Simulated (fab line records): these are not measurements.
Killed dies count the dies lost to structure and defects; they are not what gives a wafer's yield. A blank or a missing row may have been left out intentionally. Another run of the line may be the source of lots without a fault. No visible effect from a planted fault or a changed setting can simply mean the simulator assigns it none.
Split-lot study / flow gf180mcu / on a route of 602 steps: 5 lots, 14 wafers read

THE SPLIT
At GF_CONTACT_CMP_04 (polishes SiO2), the setting leave above ref nm was moved away from the recipe's 560 nm on 8 of the 14 wafers read, by -6.7% to +6.7%. The other wafers ran this setting at the recipe's value.

No step appears in the file between the split and the reading.

THE READING
etch.depth nm (the simulator's own value, which no gauge read), in nm, at GF_CONTACT_ETCH_17 (etches SiO2 in C4F8/O2/Ar, stops on CoSi2, target depth 860 nm). No usual value for it is given in the file. The 6 wafers here that ran the recipe average 862.8 nm, standard deviation 2 nm.

wafer=L075.2; tool, chamber at the split=cmp-02, 1; leave above ref nm as run, nm=560; against the recipe=recipe; etch.depth nm, nm=863.4; against lot-mates on the recipe=-
wafer=L075.3; tool, chamber at the split=cmp-02, 3; leave above ref nm as run, nm=522.3; against the recipe=-6.7%; etch.depth nm, nm=824; against lot-mates on the recipe=-39.4
wafer=L075.4; tool, chamber at the split=cmp-02, 2; leave above ref nm as run, nm=522.3; against the recipe=-6.7%; etch.depth nm, nm=825.4; against lot-mates on the recipe=-38.0
wafer=L076.5; tool, chamber at the split=cmp-02, 2; leave above ref nm as run, nm=583.4; against the recipe=+4.2%; etch.depth nm, nm=885.7; against lot-mates on the recipe=no lot-mate on the recipe
wafer=L076.6; tool, chamber at the split=cmp-02, 1; leave above ref nm as run, nm=583.4; against the recipe=+4.2%; etch.depth nm, nm=919.2; against lot-mates on the recipe=no lot-mate on the recipe
wafer=L082.1; tool, chamber at the split=cmp-02, 2; leave above ref nm as run, nm=560; against the recipe=recipe; etch.depth nm, nm=863.4; against lot-mates on the recipe=-
wafer=L082.4; tool, chamber at the split=cmp-02, 3; leave above ref nm as run, nm=573.5; against the recipe=+2.4%; etch.depth nm, nm=876.1; against lot-mates on the recipe=+12.7
wafer=L082.5; tool, chamber at the split=cmp-02, 3; leave above ref nm as run, nm=573.5; against the recipe=+2.4%; etch.depth nm, nm=879.1; against lot-mates on the recipe=+15.7
wafer=L083.1; tool, chamber at the split=cmp-02, 0; leave above ref nm as run, nm=597.4; against the recipe=+6.7%; etch.depth nm, nm=897.9; against lot-mates on the recipe=+38.4
wafer=L083.2; tool, chamber at the split=cmp-02, 3; leave above ref nm as run, nm=560; against the recipe=recipe; etch.depth nm, nm=859.5; against lot-mates on the recipe=-
wafer=L083.3; tool, chamber at the split=cmp-02, 1; leave above ref nm as run, nm=597.4; against the recipe=+6.7%; etch.depth nm, nm=892.8; against lot-mates on the recipe=+33.3
wafer=L084.2; tool, chamber at the split=cmp-02, 1; leave above ref nm as run, nm=560; against the recipe=recipe; etch.depth nm, nm=865.4; against lot-mates on the recipe=-
wafer=L084.3; tool, chamber at the split=cmp-02, 2; leave above ref nm as run, nm=560; against the recipe=recipe; etch.depth nm, nm=864.1; against lot-mates on the recipe=-
wafer=L084.5; tool, chamber at the split=cmp-02, 2; leave above ref nm as run, nm=560; against the recipe=recipe; etch.depth nm, nm=860.7; against lot-mates on the recipe=-

FIT RESULTS
A straight line over all 14 wafers: etch.depth nm changes by +5.88 nm for each +1% of leave above ref nm; r = +0.93; the points scatter about the line by 9.7 nm.
The same after taking each lot's own level away (the mean of its wafers on the recipe; 12 wafers): +5.59 nm for each +1%; r = +1.00; scatter 1.9 nm.
That fit puts the effect of the largest move of leave above ref nm on the reading at 38 nm.
Across the lots, their own levels run from 859.50 to 863.40 nm, a range of 1.9 times the standard deviation given above.
The two slopes are in agreement: the lot-to-lot level therefore moves the slope only a little.
Check: with one of the wafers moved furthest among these (-6.7%) left out of the fit, the line predicts -37.1 nm for it against its lot-mates. Against them it came out at -39.4 nm.

OTHER SPLITS ON THESE WAFERS
Other splits were also applied to these wafers ahead of the reading. Each is held against what the fit with the lots' levels taken away leaves over:
other split on the same wafers=GF_PSD_DEVELOP_06 develop time s; wafers away from the commonest value=4; r with etch.depth nm (lot level and that fit taken away)=-0.23
other split on the same wafers=GF_SAB_DEVELOP_08 dev temp c; wafers away from the commonest value=1; r with etch.depth nm (lot level and that fit taken away)=-
other split on the same wafers=GF_SALICIDE_SPUTTER_03 time s; wafers away from the commonest value=3; r with etch.depth nm (lot level and that fit taken away)=+0.30
other split on the same wafers=GF_CONTACT_CVD_00 sih4 flow sccm; wafers away from the commonest value=1; r with etch.depth nm (lot level and that fit taken away)=-

THE WHOLE CHAIN: every reading that the file lists as answering this split, in the file's order
step=GF_CONTACT_CMP_04; what it does=polishes SiO2; reading=SiO2_of_CONTACT_CVD_02.thk nm (the simulator's own value, which no gauge read); change (the file's fit)=+5.69 nm for each +1% of the setting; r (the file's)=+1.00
step=GF_CONTACT_ETCH_17; what it does=etches SiO2 in C4F8/O2/Ar, stops on CoSi2, target depth 860 nm; reading=etch.depth nm (the simulator's own value, which no gauge read); change (the file's fit)=+5.58 nm for each +1% of the setting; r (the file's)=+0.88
step=GF_CONTACT_ETCH_17; what it does=etches SiO2 in C4F8/O2/Ar, stops on CoSi2, target depth 860 nm; reading=CONTACT.feature depth nm (the simulator's own value, which no gauge read); change (the file's fit)=+5.35 nm for each +1% of the setting, in a fit together with sih4 flow sccm@CONTACT_CVD_00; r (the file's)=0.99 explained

THE FILE'S OWN FIT
etch.depth nm changes by +5.58 nm for each +1% of leave above ref nm, r = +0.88.
